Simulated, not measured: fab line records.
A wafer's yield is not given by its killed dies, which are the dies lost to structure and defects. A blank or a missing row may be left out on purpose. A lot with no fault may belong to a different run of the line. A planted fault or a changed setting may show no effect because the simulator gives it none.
A lot that was struck, set against a sound lot / flow sky130 / 16 out of 708 route steps
Sound: the wafers L105.1, L105.5, L105.6. Struck: wafers L113.3, L113.6 (left out: L113.1, a lot-mate that was not struck); the cause follows at the end.
Order at every step that has rows: each side's tool, ch and its chambers, its first start. Under that, the readings that differ: sound wafers / struck wafers / difference of the means / sigmas: that difference in standard deviations of wafers without a fault.
alike: same words and numbers on both sides, and readings whose means sit less than 2 such deviations apart. not compared: any withheld reading, any reading some wafer has no value for, any bound like >300 that may hide the same value, and any number with overlapping values for which the record gives no deviation.
A row with sigmas, a row that says differs or no value, or rows on one side alone: a step with any of these is where the two part. When numbers do not overlap yet have no deviation, they are printed without sigmas and do not part them. Lack of a reading on every wafer of one side parts them only where that side has two or more wafers.

first, 2 steps without rows for these wafers: SKY_METAL4_PEB_11; SKY_METAL4_DEVELOP_12 (develop time 60 s).
SKY_METAL4_CD_MEAS_13: target cd 300 nm.
  struck on cd sem-02, day 44 20:49; sound on cd sem-01, day 43 04:34
  alike: cd nm
SKY_METAL4_OVL_MEAS_14:
  struck on overlay-01, day 44 20:56; sound on overlay-01, day 43 04:41
  alike: METAL4_OVL
SKY_METAL4_DESCUM_15: chemistry O2, time 8 s.
  sound on rie metal-01 ch 0,1, day 43 04:44; struck on rie metal-03 ch 0,1, day 44 20:59
  alike: chamber pressure mTorr, drypump motor current A, oes product au
  not compared: rf hours counter h
SKY_METAL4_ETCH_16: etches BARC in N2/H2, stops on SiO2, time 88.2 s, target depth 60 nm.
  sound on rie metal-01 ch 0,1, day 43 04:46; struck on rie metal-03 ch 0,1, day 44 21:01
  alike: chamber pressure mTorr, drypump motor current A, oes product au, throttle valve pct
  not compared: rf hours counter h
SKY_METAL4_ETCH_17: etches SiO2 in C4F8/O2/Ar, stops on TiN, time 3.9 s, target depth 15 nm.
  sound on rie diel-01 ch 0,1,2, day 43 04:52; struck on rie diel-03 ch 0,3, day 44 21:07
  alike: chamber pressure mTorr, oes product au
then, 1 step without rows for these wafers: SKY_METAL4_METAL_ETCH_18 (etches the open film in Cl2/BCl3, stops on SiO2, target depth 845 nm, time 183.1 s).
SKY_METAL4_STRIP_19: strips in O2/N2.
  sound on plasma asher-02 ch 0,1, day 43 05:03; struck on plasma asher-03 ch 0, day 44 21:18
  alike: chamber pressure mTorr, drypump motor current A, oes product au, strip time to endpoint s
  not compared: rf hours counter h
then, 3 steps without rows for these wafers: SKY_METAL4_STRIP_20 (strips in post etch residue remover, time 1200 s); SKY_METAL4_CLEAN_21 (cleans in IPA, time 180 s); SKY_METAL4_CLEAN_22 (cleans in O3/DIW).
SKY_VIA4_HDPCVD_00: deposits SiO2, target thk 1750 nm, time 291.7 s.
  sound on hdpcvd-01 ch 0,2, day 43 05:41; struck on hdpcvd-01 ch 1, day 44 21:54
reading=run length s (s); sound=319.5 319.9 319.8; struck=359.5 359.6; difference=+39.8; sigmas=+70
reading=model.SiO2_of_VIA4_HDPCVD_00.thk nm (nm); sound=1732 1729 1727; struck=1947 1964; difference=+226; sigmas=
  alike: pressure mtorr
SKY_VIA4_THK_MEAS_01:
  struck on film metro-04, day 44 22:04; sound on film metro-03, day 43 05:52
reading=VIA4_HDPCVD_THK (nm); sound=1731 1729 1726; struck=1948 1964; difference=+227; sigmas=+11
SKY_VIA4_CMP_02: polishes SiO2.
  sound on cmp-01 ch 0,1,2, day 43 06:05; struck on cmp-02 ch 0,2, day 44 22:14
  alike: edge zone pressure frac, motor current A, platen rpm
SKY_PAD_OPEN_PROBE_99:
  rows exist in the record for the sound wafers here (prober-01, day 47 00:44), none for the struck ones

## WHERE THEY PART
At SKY_VIA4_HDPCVD_00 first; at SKY_PAD_OPEN_PROBE_99 last (within this record only).

WHY: what the simulator had put in
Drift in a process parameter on hdpcvd-01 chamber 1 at SKY_VIA4_HDPCVD_00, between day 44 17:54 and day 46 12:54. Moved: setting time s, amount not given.
